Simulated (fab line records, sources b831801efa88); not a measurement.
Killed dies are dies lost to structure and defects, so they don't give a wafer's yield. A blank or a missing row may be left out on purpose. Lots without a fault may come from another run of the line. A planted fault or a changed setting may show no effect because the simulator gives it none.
fab line records | flow sky130
record lots=5 wafers=15 last_day=50
route steps=708 shown POLY_CUT@307 SD_P@320 RES_XHIGH@332
lots that met no fault: from a run of the same line without faults
start_h: hours from the record's first day to the start of the lot's first wafer shown | wait_h: hours since the lot's step before | " the same as in the row above | L1.1+2: a row that stands for several wafers | - no value, or no start given | * or withheld: withheld | < > ~ a bound
route shown NAME@n: a module of which the file shows steps, and the number in the route of the first | usual: mean/standard deviation of fault-free wafers | same: alike in all rows | chamber/n: place in a boat | sites: the reading at each site | _std_site: their standard deviation | _edge_site: outer sites' mean less inner sites' | radius_mm: how far each site lies from the wafer's centre | mask NAME#n: copy n | behind: the tool/chamber that last shaped the wafer | hold: why the lot was held/for how many hours/how that ended | device: the transistor (n, p or np) that didn't switch | end of line: the same wafers' tests at the end of the route | a step without rows: its recipe alone | killed: dies lost to structure and defects at the first sort, not the wafer's yield | map: a wafer's dies, x killed, . not, _ none there
set.NAME: the setting as run; set.NAME@STEP: as run at that earlier step | model.NAME: the simulator's own value behind a step, which no gauge read
lots at some steps of the route; a table a step, a row a wafer
services: from which hour (start_h, from the record's first day; less than 0 if before it) a tool's chamber was out of use, for how many hours, and why
## steps
# step SKY_POLY_CUT_DEHYDRATE_00
# recipe temp_c=200 time_s=60
# usual resist_line_temp_C=23.00/0.11
# columns lot.wafer tool chamber start_h wait_h resist_line_temp_C
L079.4 litho_track-04 0 602.09 14.3 23.02
L079.5 " 0 " " 22.99
L079.6 " 0 " " 22.80
L081.4 litho_track-03 0 620.76 14.1 23.23
L081.5 " 0 " " 23.17
L081.6 " 0 " " 23.05
L083.2 litho_track-01 0 629.53 14.1 22.81
L083.3 " 0 " " 23.03
L083.4 " 0 " " 22.91
L084.1 litho_track-01 0 648.56 14.0 23.02
L084.2 " 0 " " 23.13
L084.6 " 0 " " 23.12
L091.2 litho_track-01 0 697.69 14.3 23.07
L091.3 " 0 " " 23.14
L091.4 " 0 " " 22.95
# step SKY_POLY_CUT_HMDS_01
# recipe prime_time_s=60 prime_temp_c=120
# usual resist_line_temp_C=23.01/0.12
# same prime_time_s=60
# columns lot.wafer tool chamber start_h wait_h resist_line_temp_C
L079.4 litho_track-04 0 602.24 0.1 22.94
L079.5 " 0 " " 23.03
L079.6 " 0 " " 22.80
L081.4 litho_track-03 0 620.91 0.1 22.96
L081.5 " 0 " " 23.03
L081.6 " 0 " " 23.13
L083.2 litho_track-01 0 629.68 0.1 22.96
L083.3 " 0 " " 23.03
L083.4 " 0 " " 23.14
L084.1 litho_track-01 0 648.71 0.1 23.18
L084.2 " 0 " " 23.15
L084.6 " 0 " " 23.01
L091.2 litho_track-01 0 697.84 0.1 22.87
L091.3 " 0 " " 22.85
L091.4 " 0 " " 22.84
# step SKY_POLY_CUT_COAT_02
# recipe resist=BARC temp_c=withheld time_s=withheld spin_rpm=3000 resist_thk_nm=60
# usual resist_line_temp_C=* spin_speed_rpm=2999.8/2.2
# columns lot.wafer tool chamber start_h wait_h resist_line_temp_C spin_speed_rpm
L079.4 litho_track-04 0 602.39 0.1 * 2999.4
L079.5 " 0 " " * 3002.0
L079.6 " 0 " " * 2997.1
L081.4 litho_track-03 0 621.06 0.1 * 3005.0
L081.5 " 0 " " * 2999.1
L081.6 " 0 " " * 3000.9
L083.2 litho_track-01 0 629.83 0.1 * 2998.3
L083.3 " 0 " " * 2999.3
L083.4 " 0 " " * 2999.0
L084.1 litho_track-01 0 648.86 0.1 * 2999.8
L084.2 " 0 " " * 3000.1
L084.6 " 0 " " * 3000.0
L091.2 litho_track-01 0 697.99 0.1 * 2999.5
L091.3 " 0 " " * 3000.5
L091.4 " 0 " " * 3000.8
# step SKY_POLY_CUT_COAT_03
# recipe resist=KrF-thick spin_rpm=3000 resist_thk_nm=450
# usual resist_line_temp_C=22.99/0.11 spin_speed_rpm=3000.0/2.1
# columns lot.wafer tool chamber start_h wait_h resist_line_temp_C spin_speed_rpm
L079.4 litho_track-04 0 - - 23.10 3000.1
L079.5 " 0 " " 22.99 2998.3
L079.6 " 0 " " 22.97 2999.2
L081.4 litho_track-03 0 - - 23.15 3000.9
L081.5 " 0 " " 23.03 3000.1
L081.6 " 0 " " 23.08 2999.2
L083.2 litho_track-01 0 - - 22.84 3001.1
L083.3 " 0 " " 22.95 3003.3
L083.4 " 0 " " 22.82 3000.5
L084.1 litho_track-01 0 - - 23.07 3002.3
L084.2 " 0 " " 22.99 2999.5
L084.6 " 0 " " 23.08 3000.9
L091.2 litho_track-01 0 - - 22.89 2998.0
L091.3 " 0 " " 22.87 2997.1
L091.4 " 0 " " 23.12 2997.4
# step SKY_POLY_CUT_SOFTBAKE_04
# recipe temp_c=100 time_s=90 resist=KrF-thick
# usual resist_line_temp_C=23.00/0.098
# columns lot.wafer tool chamber start_h wait_h resist_line_temp_C
L079.4 litho_track-04 0 - - 22.89
L079.5 " 0 " " 23.10
L079.6 " 0 " " 22.92
L081.4 litho_track-03 0 - - 22.96
L081.5 " 0 " " 22.96
L081.6 " 0 " " 22.96
L083.2 litho_track-01 0 - - 23.20
L083.3 " 0 " " 22.88
L083.4 " 0 " " 23.06
L084.1 litho_track-01 0 - - 23.15
L084.2 " 0 " " 23.14
L084.6 " 0 " " 23.08
L091.2 litho_track-01 0 - - 22.98
L091.3 " 0 " " 22.78
L091.4 " 0 " " 23.01
# step SKY_POLY_CUT_EXPOSE_05
# recipe mask_id=NPCM na=0.8 source_shape=annular sigma_inner=0.55 sigma_outer=0.85 target_cd_nm=270 dose_mj=32
# usual focus_offset_nm=0.0/0.55 reticle_temp_C=22.98/0.099
# same sigma_inner=0.55
# columns lot.wafer tool chamber start_h wait_h mask focus_offset_nm reticle_temp_C
L079.4 krf_scanner-02 0 - - NPCM#0 0.2 22.86
L079.5 " 0 " " NPCM#0 -0.2 22.95
L079.6 " 0 " " NPCM#0 0.7 22.71
L081.4 krf_scanner-01 0 - - NPCM#0 0.4 22.99
L081.5 " 0 " " NPCM#0 -0.2 23.13
L081.6 " 0 " " NPCM#0 0.1 23.18
L083.2 krf_scanner-01 0 - - NPCM#0 0.9 22.83
L083.3 " 0 " " NPCM#0 0.3 22.99
L083.4 " 0 " " NPCM#0 1.1 22.87
L084.1 krf_scanner-01 0 - - NPCM#0 -0.1 23.10
L084.2 " 0 " " NPCM#0 0.2 23.01
L084.6 " 0 " " NPCM#0 0.0 23.16
L091.2 krf_scanner-02 0 - - NPCM#0 0.0 23.11
L091.3 " 0 " " NPCM#0 0.6 23.00
L091.4 " 0 " " NPCM#0 0.4 22.94
# step SKY_POLY_CUT_PEB_06
# recipe peb_temp_c=withheld peb_time_s=withheld resist=KrF-thick
# usual resist_line_temp_C=*
# columns lot.wafer tool chamber start_h wait_h resist_line_temp_C
L079.4 litho_track-03 0 - - *
L079.5 " 0 " " *
L079.6 " 0 " " *
L081.4 litho_track-01 0 - - *
L081.5 " 0 " " *
L081.6 " 0 " " *
L083.2 litho_track-04 0 - - *
L083.3 " 0 " " *
L083.4 " 0 " " *
L084.1 litho_track-03 0 - - *
L084.2 " 0 " " *
L084.6 " 0 " " *
L091.2 litho_track-04 0 - - *
L091.3 " 0 " " *
L091.4 " 0 " " *
# step SKY_POLY_CUT_DEVELOP_07
# recipe develop_time_s=60 resist=KrF-thick dev_temp_c=21
# usual resist_line_temp_C=22.99/0.093
# same develop_time_s=60
# columns lot.wafer tool chamber start_h wait_h resist_line_temp_C
L079.4 litho_track-03 0 - - 22.99
L079.5 " 0 " " 22.98
L079.6 " 0 " " 23.01
L081.4 litho_track-01 0 - - 23.02
L081.5 " 0 " " 22.94
L081.6 " 0 " " 22.91
L083.2 litho_track-04 0 - - 22.84
L083.3 " 0 " " 22.86
L083.4 " 0 " " 23.06
L084.1 litho_track-03 0 - - 22.96
L084.2 " 0 " " 22.96
L084.6 " 0 " " 23.01
L091.2 litho_track-04 0 - - 23.10
L091.3 " 0 " " 22.93
L091.4 " 0 " " 23.13
# step SKY_POLY_CUT_CD_MEAS_08
# recipe target_cd_nm=270
# usual cd_nm=270.1/1.1
# columns lot.wafer tool chamber start_h wait_h cd_nm
L079.4 cd_sem-01 - 617.85 - 269.1
L079.5 " - " " 270.4
L079.6 " - " " 269.2
L081.4 cd_sem-02 - 636.37 - 270.5
L081.5 " - " " 271.3
L081.6 " - " " 270.8
L083.2 cd_sem-02 - 645.24 - 268.5
L083.3 " - " " 269.1
L083.4 " - " " 269.7
L084.1 cd_sem-01 - 663.49 - 270.7
L084.2 " - " " 270.5
L084.6 " - " " 269.6
L091.2 cd_sem-01 - 712.29 - 271.3
L091.3 " - " " 271.5
L091.4 " - " " 269.6
# step SKY_POLY_CUT_OVL_MEAS_09
# usual POLY_CUT_OVL=3/5.6
# columns lot.wafer tool chamber start_h wait_h POLY_CUT_OVL[nm]
L079.4 overlay-01 - 617.93 0.1 7
L079.5 " - " " -6
L079.6 " - " " 12
L081.4 overlay-02 - 636.45 0.1 1
L081.5 " - " " -2
L081.6 " - " " 1
L083.2 overlay-02 - 645.34 0.1 -4
L083.3 " - " " 0
L083.4 " - " " 1
L084.1 overlay-02 - 663.61 0.1 2
L084.2 " - " " 11
L084.6 " - " " 5
L091.2 overlay-02 - 712.39 0.1 1
L091.3 " - " " 4
L091.4 " - " " -7
# step SKY_POLY_CUT_ETCH_10
# recipe chemistry=N2/H2 target=BARC ion_energy_ev=200 source_w=500 bias_w=100 pressure_mtorr=30 n2_flow_sccm=100 h2_flow_sccm=200 stop_on=SiO2 time_s=45.9 target_depth_a=600
# usual bias_w=100.0/0.32 drypump_motor_current_A=5.9/0.49 oes_product_au=0.855/0.0045 throttle_valve_pct=13.225/0.0086
# columns lot.wafer tool chamber start_h wait_h bias_w drypump_motor_current_A oes_product_au rf_hours_counter_h throttle_valve_pct
L079.4 rie_diel-02 2 617.95 0.0 99.7 5.9 0.849 13 13.233
L079.5 " 1 " " 100.1 5.5 0.850 - 13.223
L079.6 " 2 " " 100.4 5.8 0.860 - 13.219
L081.4 rie_diel-01 3 636.47 0.0 100.1 5.5 0.849 48 13.222
L081.5 " 1 " " 99.7 6.0 0.854 - 13.220
L081.6 " 2 " " 99.2 6.3 0.843 - 13.219
L083.2 rie_diel-03 3 645.37 0.0 100.1 4.9 0.851 7 13.220
L083.3 " 0 " " 100.1 6.8 0.852 5 13.224
L083.4 " 2 " " 99.7 5.9 0.849 32 13.229
L084.1 rie_diel-01 3 663.65 0.0 99.5 5.6 0.855 49 13.212
L084.2 " 2 " " 100.1 6.3 0.859 7 13.204
L084.6 " 2 " " 99.8 6.3 0.852 - 13.231
L091.2 rie_diel-02 3 712.42 0.0 100.4 5.4 0.856 7 13.213
L091.3 " 0 " " 100.5 6.5 0.854 21 13.224
L091.4 " 1 " " 99.7 5.5 0.853 4 13.230
# step SKY_POLY_CUT_ETCH_11
# recipe target=Si3N4 chemistry=CF4/CH2F2/Ar stop_on=poly-Si source_w=600 bias_w=150 pressure_mtorr=40 cf4_flow_sccm=40 ch2f2_flow_sccm=20 Ar_flow_sccm=150 time_s=42.5 target_depth_a=600
# usual bias_w=150.1/0.38 cf4_flow_sccm=39.99/0.12 drypump_motor_current_A=5.9/0.49 mfc_ar_sccm=150.1/0.43 oes_product_au=0.829/0.006 throttle_valve_pct=14.994/0.0098
# columns lot.wafer tool chamber start_h wait_h bias_w cf4_flow_sccm drypump_motor_current_A mfc_ar_sccm oes_product_au rf_hours_counter_h throttle_valve_pct
L079.4 rie_diel-02 2 617.99 0.0 150.9 39.97 5.9 150.6 0.817 13 14.994
L079.5 " 1 " " 149.5 39.90 5.5 149.5 0.815 - 14.983
L079.6 " 2 " " 150.7 40.01 5.9 150.2 0.822 - 14.991
L081.4 rie_diel-01 3 636.51 0.0 150.6 39.69 5.6 149.9 0.828 48 14.988
L081.5 " 1 " " 149.7 40.23 6.1 150.4 0.830 - 14.999
L081.6 " 2 " " 150.1 40.04 6.3 150.7 0.833 - 14.980
L083.2 rie_diel-03 3 645.42 0.0 149.6 40.09 5.0 150.0 0.836 7 14.992
L083.3 " 0 " " 150.1 39.75 6.7 149.9 0.829 5 14.991
L083.4 " 2 " " 150.0 40.04 5.9 149.9 0.832 32 15.011
L084.1 rie_diel-01 3 663.69 0.0 149.7 39.96 5.5 149.4 0.834 49 14.989
L084.2 " 2 " " 150.9 40.01 6.3 150.3 0.829 7 14.992
L084.6 " 2 " " 150.1 40.01 6.3 150.4 0.823 - 14.982
L091.2 rie_diel-02 3 712.47 0.0 149.3 40.01 5.3 149.5 0.825 7 15.008
L091.3 " 0 " " 150.1 40.04 6.5 149.9 0.822 21 14.985
L091.4 " 1 " " 149.8 40.19 5.5 150.0 0.817 4 15.008
# step SKY_POLY_CUT_STRIP_12
# recipe chemistry=O2/N2 power_w=1400 pressure_mtorr=1500 platen_temp_c=withheld o2_flow_sccm=3000 n2_flow_sccm=300 overash_fraction=0.5
# usual drypump_motor_current_A=5.7/0.4 oes_product_au=0.452/0.0044 strip_time_to_endpoint_s=5.355/0.018
# columns lot.wafer tool chamber start_h wait_h drypump_motor_current_A oes_product_au rf_hours_counter_h strip_time_to_endpoint_s
L079.4 plasma_asher-04 1 618.06 0.1 6.1 0.453 - 5.358
L079.5 " 0 " " 5.2 0.461 - 5.328
L079.6 " 1 " " 6.1 0.445 - 5.362
L081.4 plasma_asher-02 1 636.58 0.1 6.1 0.443 - 5.325
L081.5 " 0 " " 6.0 0.454 - 5.343
L081.6 " 1 " " 6.1 0.455 - 5.325
L083.2 plasma_asher-03 1 645.46 0.0 5.2 0.459 25 5.365
L083.3 " 0 " " 5.4 0.448 - 5.357
L083.4 " 1 " " 5.2 0.457 - 5.379
L084.1 plasma_asher-02 1 663.73 0.0 6.1 0.453 55 5.370
L084.2 " 0 " " 6.0 0.451 55 5.361
L084.6 " 1 " " 6.1 0.458 - 5.364
L091.2 plasma_asher-03 0 712.51 0.0 5.4 0.448 32 5.348
L091.3 " 1 " " 5.2 0.449 - 5.328
L091.4 " 0 " " 5.4 0.443 - 5.352
# step SKY_SD_P_DEHYDRATE_00
# recipe temp_c=200 time_s=60
# usual resist_line_temp_C=22.98/0.11
# columns lot.wafer tool chamber start_h wait_h resist_line_temp_C
L079.4 litho_track-01 0 631.88 13.8 22.92
L079.5 " 0 " " 22.96
L079.6 " 0 " " 23.05
L081.4 litho_track-01 0 650.03 13.4 23.04
L081.5 " 0 " " 23.07
L081.6 " 0 " " 23.02
L083.2 litho_track-03 0 659.56 14.1 22.86
L083.3 " 0 " " 22.82
L083.4 " 0 " " 22.95
L084.1 litho_track-02 0 677.60 13.8 22.92
L084.2 " 0 " " 22.88
L084.6 " 0 " " 23.06
L091.2 litho_track-01 0 726.54 14.0 22.80
L091.3 " 0 " " 23.04
L091.4 " 0 " " 22.96
# step SKY_SD_P_HMDS_01
# recipe prime_time_s=60 prime_temp_c=120
# usual resist_line_temp_C=22.98/0.11
# same prime_time_s=60
# columns lot.wafer tool chamber start_h wait_h resist_line_temp_C
L079.4 litho_track-01 0 632.03 0.1 22.98
L079.5 " 0 " " 23.24
L079.6 " 0 " " 23.02
L081.4 litho_track-01 0 650.18 0.1 22.79
L081.5 " 0 " " 22.87
L081.6 " 0 " " 22.94
L083.2 litho_track-03 0 659.71 0.1 23.13
L083.3 " 0 " " 23.23
L083.4 " 0 " " 23.07
L084.1 litho_track-02 0 677.75 0.1 22.92
L084.2 " 0 " " 22.95
L084.6 " 0 " " 23.10
L091.2 litho_track-01 0 726.69 0.1 22.87
L091.3 " 0 " " 22.99
L091.4 " 0 " " 23.07
# step SKY_SD_P_COAT_02
# recipe resist=NOVOLAK spin_rpm=3000 resist_thk_nm=1140
# usual resist_line_temp_C=23.02/0.11 spin_speed_rpm=3000.0/2.2
# columns lot.wafer tool chamber start_h wait_h resist_line_temp_C spin_speed_rpm
L079.4 litho_track-01 0 632.18 0.1 23.24 3002.7
L079.5 " 0 " " 23.11 2997.5
L079.6 " 0 " " 23.22 2999.0
L081.4 litho_track-01 0 650.33 0.1 23.09 3001.2
L081.5 " 0 " " 23.17 2999.7
L081.6 " 0 " " 23.20 2998.6
L083.2 litho_track-03 0 659.86 0.1 23.18 2997.5
L083.3 " 0 " " 23.07 2999.4
L083.4 " 0 " " 23.16 2998.5
L084.1 litho_track-02 0 677.90 0.1 23.05 3001.6
L084.2 " 0 " " 22.91 3004.0
L084.6 " 0 " " 23.04 2999.8
L091.2 litho_track-01 0 726.84 0.1 23.15 3001.5
L091.3 " 0 " " 23.06 2997.7
L091.4 " 0 " " 23.10 3000.5
# step SKY_SD_P_SOFTBAKE_03
# recipe temp_c=90 time_s=60 resist=NOVOLAK
# usual resist_line_temp_C=23.00/0.12
# columns lot.wafer tool chamber start_h wait_h resist_line_temp_C
L079.4 litho_track-01 0 632.33 0.1 23.12
L079.5 " 0 " " 23.00
L079.6 " 0 " " 23.10
L081.4 litho_track-01 0 650.48 0.1 22.84
L081.5 " 0 " " 22.95
L081.6 " 0 " " 22.82
L083.2 litho_track-03 0 660.01 0.1 23.23
L083.3 " 0 " " 23.09
L083.4 " 0 " " 23.18
L084.1 litho_track-02 0 678.05 0.1 23.02
L084.2 " 0 " " 23.04
L084.6 " 0 " " 23.12
L091.2 litho_track-01 0 726.99 0.1 23.06
L091.3 " 0 " " 22.97
L091.4 " 0 " " 23.06
# step SKY_SD_P_EXPOSE_04
# recipe mask_id=PSDM na=0.6 source_shape=conventional sigma_outer=0.6 polarization=unpolarized target_cd_nm=380 dose_mj=138
# usual focus_offset_nm=-0.1/0.48 reticle_temp_C=23.00/0.1
# columns lot.wafer tool chamber start_h wait_h mask focus_offset_nm reticle_temp_C
L079.4 iline_stepper-02 0 - - PSDM#0 -0.7 22.89
L079.5 " 0 " " PSDM#0 -1.1 22.88
L079.6 " 0 " " PSDM#0 -0.4 22.99
L081.4 iline_stepper-02 0 - - PSDM#0 -0.4 23.04
L081.5 " 0 " " PSDM#0 -0.2 22.97
L081.6 " 0 " " PSDM#0 -0.4 22.86
L083.2 iline_stepper-01 0 - - PSDM#0 0.1 23.12
L083.3 " 0 " " PSDM#0 -0.8 23.09
L083.4 " 0 " " PSDM#0 -1.2 22.99
L084.1 iline_stepper-02 0 - - PSDM#0 -0.6 23.10
L084.2 " 0 " " PSDM#0 -0.3 23.10
L084.6 " 0 " " PSDM#0 0.8 23.15
L091.2 iline_stepper-02 0 - - PSDM#0 -0.4 22.96
L091.3 " 0 " " PSDM#0 0.1 23.00
L091.4 " 0 " " PSDM#0 -0.6 23.03
# step SKY_SD_P_PEB_05
# recipe temp_c=withheld time_s=* resist=NOVOLAK
# usual resist_line_temp_C=*
# columns lot.wafer tool chamber start_h wait_h resist_line_temp_C
L079.4 litho_track-02 0 - - *
L079.5 " 0 " " *
L079.6 " 0 " " *
L081.4 litho_track-02 0 - - *
L081.5 " 0 " " *
L081.6 " 0 " " *
L083.2 litho_track-01 0 - - *
L083.3 " 0 " " *
L083.4 " 0 " " *
L084.1 litho_track-03 0 - - *
L084.2 " 0 " " *
L084.6 " 0 " " *
L091.2 litho_track-03 0 - - *
L091.3 " 0 " " *
L091.4 " 0 " " *
# step SKY_SD_P_DEVELOP_06
# recipe resist=NOVOLAK developer=TMAH develop_time_s=60 dev_temp_c=23
# usual resist_line_temp_C=22.97/0.1
# same develop_time_s=60
# columns lot.wafer tool chamber start_h wait_h resist_line_temp_C
L079.4 litho_track-02 0 646.88 0.1 23.06
L079.5 " 0 " " 23.03
L079.6 " 0 " " 23.09
L081.4 litho_track-02 0 664.93 0.1 23.12
L081.5 " 0 " " 22.90
L081.6 " 0 " " 22.96
L083.2 litho_track-01 0 674.63 0.1 23.03
L083.3 " 0 " " 22.83
L083.4 " 0 " " 23.04
L084.1 litho_track-03 0 692.54 0.1 23.08
L084.2 " 0 " " 23.01
L084.6 " 0 " " 23.14
L091.2 litho_track-03 0 740.91 0.1 23.03
L091.3 " 0 " " 23.12
L091.4 " 0 " " 22.99
# step SKY_SD_P_CD_MEAS_07
# recipe target_cd_nm=380
# usual cd_nm=379.6/2.5
# columns lot.wafer tool chamber start_h wait_h cd_nm
L079.4 cd_sem-01 - 647.01 0.1 380.5
L079.5 " - " " 378.0
L079.6 " - " " 379.2
L081.4 cd_sem-02 - 665.06 0.1 380.6
L081.5 " - " " 383.4
L081.6 " - " " 379.8
L083.2 cd_sem-02 - 674.78 0.1 377.8
L083.3 " - " " 379.7
L083.4 " - " " 379.5
L084.1 cd_sem-01 - 692.69 0.1 378.6
L084.2 " - " " 379.2
L084.6 " - " " 378.6
L091.2 cd_sem-01 - 741.06 0.1 380.9
L091.3 " - " " 382.9
L091.4 " - " " 381.7
# step SKY_SD_P_OVL_MEAS_08
# usual SD_P_OVL=-1.0/1.2
# columns lot.wafer tool chamber start_h wait_h SD_P_OVL[nm]
L079.4 overlay-02 - 647.09 0.1 -1.1
L079.5 " - " " 0.0
L079.6 " - " " -1.7
L081.4 overlay-02 - 665.14 0.1 1.1
L081.5 " - " " 0.6
L081.6 " - " " -0.2
L083.2 overlay-02 - 674.89 0.1 0.6
L083.3 " - " " -1.4
L083.4 " - " " 1.4
L084.1 overlay-01 - 692.81 0.1 -0.7
L084.2 " - " " 0.0
L084.6 " - " " -2.9
L091.2 overlay-02 - 741.17 0.1 -0.6
L091.3 " - " " -0.9
L091.4 " - " " -0.7
# step SKY_SD_P_IMPLANT_09
# recipe species=BF2 energy_kev=20 dose_cm2=3e+15 tilt_deg=0
# columns lot.wafer tool chamber start_h wait_h
L079.4+5+6 implanter-03 0 647.19 0.1
L081.4+5+6 implanter-04 0 665.24 0.1
L083.2+3+4 implanter-03 0 674.94 0.0
L084.1+2+6 implanter-03 0 692.85 0.0
L091.2+3+4 implanter-03 0 741.22 0.0
# step SKY_SD_P_STRIP_10
# recipe chemistry=O2/N2 power_w=1400 pressure_mtorr=1500 platen_temp_c=withheld o2_flow_sccm=3000 n2_flow_sccm=300 overash_fraction=0.5
# usual drypump_motor_current_A=5.8/0.41 oes_product_au=0.617/0.0043 strip_time_to_endpoint_s=17.52/0.041
# columns lot.wafer tool chamber start_h wait_h drypump_motor_current_A oes_product_au rf_hours_counter_h strip_time_to_endpoint_s
L079.4 plasma_asher-02 0 647.29 0.1 6.0 0.622 - 17.56
L079.5 " 0 " " 6.0 0.617 - 17.55
L079.6 " 1 " " 6.1 0.614 - 17.56
L081.4 plasma_asher-04 1 665.34 0.1 6.1 0.621 - 17.58
L081.5 " 0 " " 5.3 0.612 - 17.55
L081.6 " 1 " " 6.1 0.627 - 17.59
L083.2 plasma_asher-02 0 675.07 0.1 6.0 0.618 56 17.54
L083.3 " 0 " " 6.0 0.622 - 17.51
L083.4 " 1 " " 6.1 0.617 - 17.53
L084.1 plasma_asher-04 0 693.00 0.1 5.2 0.613 78 17.50
L084.2 " 1 " " 6.2 0.619 78 17.51
L084.6 " 0 " " 5.3 0.620 - 17.58
L091.2 plasma_asher-02 1 741.35 0.1 6.1 0.616 63 17.53
L091.3 " 1 " " 6.1 0.618 - 17.52
L091.4 " 0 " " 5.9 0.609 - 17.49
# step SKY_SD_P_TW_MEAS_11
# usual SD_P_TW=2852/16
# columns lot.wafer tool chamber start_h wait_h SD_P_TW
L079.4 film_metro-03 - 647.39 0.1 2850
L079.5 " - " " 2852
L079.6 " - " " 2849
L081.4 film_metro-02 - 665.44 0.1 2856
L081.5 " - " " 2854
L081.6 " - " " 2832
L083.2 film_metro-03 - 675.18 0.1 2858
L083.3 " - " " 2861
L083.4 " - " " 2859
L084.1 film_metro-02 - 693.10 0.1 2874
L084.2 " - " " 2868
L084.6 " - " " 2887
L091.2 film_metro-02 - 741.46 0.1 2860
L091.3 " - " " 2880
L091.4 " - " " 2871
# step SKY_RES_XHIGH_DEHYDRATE_00
# recipe temp_c=200 time_s=60
# usual resist_line_temp_C=23.02/0.11
# columns lot.wafer tool chamber start_h wait_h resist_line_temp_C
L079.4 litho_track-04 0 661.29 13.9 22.86
L079.5 " 0 " " 23.06
L079.6 " 0 " " 22.91
L081.4 litho_track-03 0 679.46 14.0 23.13
L081.5 " 0 " " 23.20
L081.6 " 0 " " 23.09
L083.2 litho_track-02 0 689.03 13.8 23.11
L083.3 " 0 " " 23.04
L083.4 " 0 " " 23.18
L084.1 litho_track-04 0 707.27 14.2 22.94
L084.2 " 0 " " 22.85
L084.6 " 0 " " 22.87
L091.2 litho_track-03 0 755.11 13.6 23.01
L091.3 " 0 " " 23.14
L091.4 " 0 " " 23.12
# step SKY_RES_XHIGH_HMDS_01
# recipe prime_time_s=60 prime_temp_c=120
# usual resist_line_temp_C=23.01/0.1
# same prime_time_s=60
# columns lot.wafer tool chamber start_h wait_h resist_line_temp_C
L079.4 litho_track-04 0 661.44 0.1 23.06
L079.5 " 0 " " 23.02
L079.6 " 0 " " 23.09
L081.4 litho_track-03 0 679.61 0.1 22.90
L081.5 " 0 " " 22.94
L081.6 " 0 " " 22.95
L083.2 litho_track-02 0 689.18 0.1 22.95
L083.3 " 0 " " 23.01
L083.4 " 0 " " 23.07
L084.1 litho_track-04 0 707.42 0.1 23.06
L084.2 " 0 " " 22.91
L084.6 " 0 " " 22.89
L091.2 litho_track-03 0 755.26 0.1 23.15
L091.3 " 0 " " 23.21
L091.4 " 0 " " 23.12
# step SKY_RES_XHIGH_COAT_02
# recipe resist=NOVOLAK spin_rpm=3000 resist_thk_nm=1140
# usual resist_line_temp_C=23.00/0.12 spin_speed_rpm=3000.1/2.1
# columns lot.wafer tool chamber start_h wait_h resist_line_temp_C spin_speed_rpm
L079.4 litho_track-04 0 661.59 0.1 22.88 2996.9
L079.5 " 0 " " 22.86 3003.2
L079.6 " 0 " " 22.94 2998.5
L081.4 litho_track-03 0 679.76 0.1 22.98 2997.3
L081.5 " 0 " " 23.09 2997.9
L081.6 " 0 " " 23.08 3001.4
L083.2 litho_track-02 0 689.33 0.1 23.13 3003.2
L083.3 " 0 " " 23.02 3001.6
L083.4 " 0 " " 23.17 2997.0
L084.1 litho_track-04 0 707.57 0.1 23.12 3000.2
L084.2 " 0 " " 23.00 3001.3
L084.6 " 0 " " 23.13 2999.9
L091.2 litho_track-03 0 755.41 0.1 22.94 3004.3
L091.3 " 0 " " 22.99 3000.2
L091.4 " 0 " " 22.99 2999.6
# step SKY_RES_XHIGH_SOFTBAKE_03
# recipe temp_c=90 time_s=60 resist=NOVOLAK
# usual resist_line_temp_C=22.97/0.11
# columns lot.wafer tool chamber start_h wait_h resist_line_temp_C
L079.4 litho_track-04 0 661.74 0.1 22.95
L079.5 " 0 " " 22.99
L079.6 " 0 " " 22.91
L081.4 litho_track-03 0 679.91 0.1 22.80
L081.5 " 0 " " 22.88
L081.6 " 0 " " 22.82
L083.2 litho_track-02 0 689.48 0.1 23.05
L083.3 " 0 " " 23.12
L083.4 " 0 " " 22.89
L084.1 litho_track-04 0 707.72 0.1 23.04
L084.2 " 0 " " 23.06
L084.6 " 0 " " 23.03
L091.2 litho_track-03 0 755.56 0.1 22.80
L091.3 " 0 " " 22.99
L091.4 " 0 " " 22.95
# step SKY_RES_XHIGH_EXPOSE_04
# recipe mask_id=URPM na=0.6 source_shape=conventional sigma_outer=0.6 polarization=unpolarized target_cd_nm=1270 dose_mj=140
# usual focus_offset_nm=-0.1/0.55 reticle_temp_C=23.00/0.13
# columns lot.wafer tool chamber start_h wait_h mask focus_offset_nm reticle_temp_C
L079.4 iline_stepper-01 0 - - URPM#0 -1.0 22.75
L079.5 " 0 " " URPM#0 -1.0 22.80
L079.6 " 0 " " URPM#0 -0.5 22.86
L081.4 iline_stepper-01 0 - - URPM#0 0.4 22.76
L081.5 " 0 " " URPM#0 0.1 22.77
L081.6 " 0 " " URPM#0 0.0 22.84
L083.2 iline_stepper-02 0 - - URPM#0 0.7 23.29
L083.3 " 0 " " URPM#0 1.2 23.20
L083.4 " 0 " " URPM#0 -0.1 23.22
L084.1 iline_stepper-02 0 - - URPM#0 0.1 23.10
L084.2 " 0 " " URPM#0 -0.2 23.14
L084.6 " 0 " " URPM#0 0.0 23.00
L091.2 iline_stepper-01 0 - - URPM#0 0.5 23.08
L091.3 " 0 " " URPM#0 -0.5 22.76
L091.4 " 0 " " URPM#0 -0.1 23.15
# step SKY_RES_XHIGH_PEB_05
# recipe temp_c=withheld time_s=* resist=NOVOLAK
# usual resist_line_temp_C=*
# columns lot.wafer tool chamber start_h wait_h resist_line_temp_C
L079.4 litho_track-04 0 - - *
L079.5 " 0 " " *
L079.6 " 0 " " *
L081.4 litho_track-04 0 - - *
L081.5 " 0 " " *
L081.6 " 0 " " *
L083.2 litho_track-02 0 - - *
L083.3 " 0 " " *
L083.4 " 0 " " *
L084.1 litho_track-03 0 - - *
L084.2 " 0 " " *
L084.6 " 0 " " *
L091.2 litho_track-04 0 - - *
L091.3 " 0 " " *
L091.4 " 0 " " *
## services
# columns tool chamber start_h hours kind
iline_stepper-02 - 602.84 1.7 pm
plasma_asher-04 - 605.76 4.4 repair
krf_scanner-02 - 624.92 1.0 pm
krf_scanner-01 - 642.86 1.0 pm
krf_scanner-02 - 645.55 5.2 repair
iline_stepper-01 - 649.24 1.7 pm
krf_scanner-01 - 656.60 0.8 pm
krf_scanner-02 - 664.25 14.9 repair
iline_stepper-02 - 665.71 1.4 repair
krf_scanner-01 - 697.52 0.8 repair
krf_scanner-02 - 699.50 0.8 pm
krf_scanner-01 - 708.42 1.3 pm
rie_diel-03 1 712.71 6.8 repair
rie_diel-03 3 714.80 4.3 repair
krf_scanner-01 - 716.65 3.6 pm
iline_stepper-01 - 718.52 2.1 pm
plasma_asher-04 - 718.77 0.6 repair
krf_scanner-02 - 722.74 0.3 repair
plasma_asher-03 - 724.48 0.8 repair
krf_scanner-02 - 727.86 1.3 pm
krf_scanner-01 - 752.78 0.9 repair
implanter-03 - 753.08 1.0 repair
rie_diel-02 3 755.08 4.5 repair
plasma_asher-04 - 764.55 1.2 repair
## key
fault none
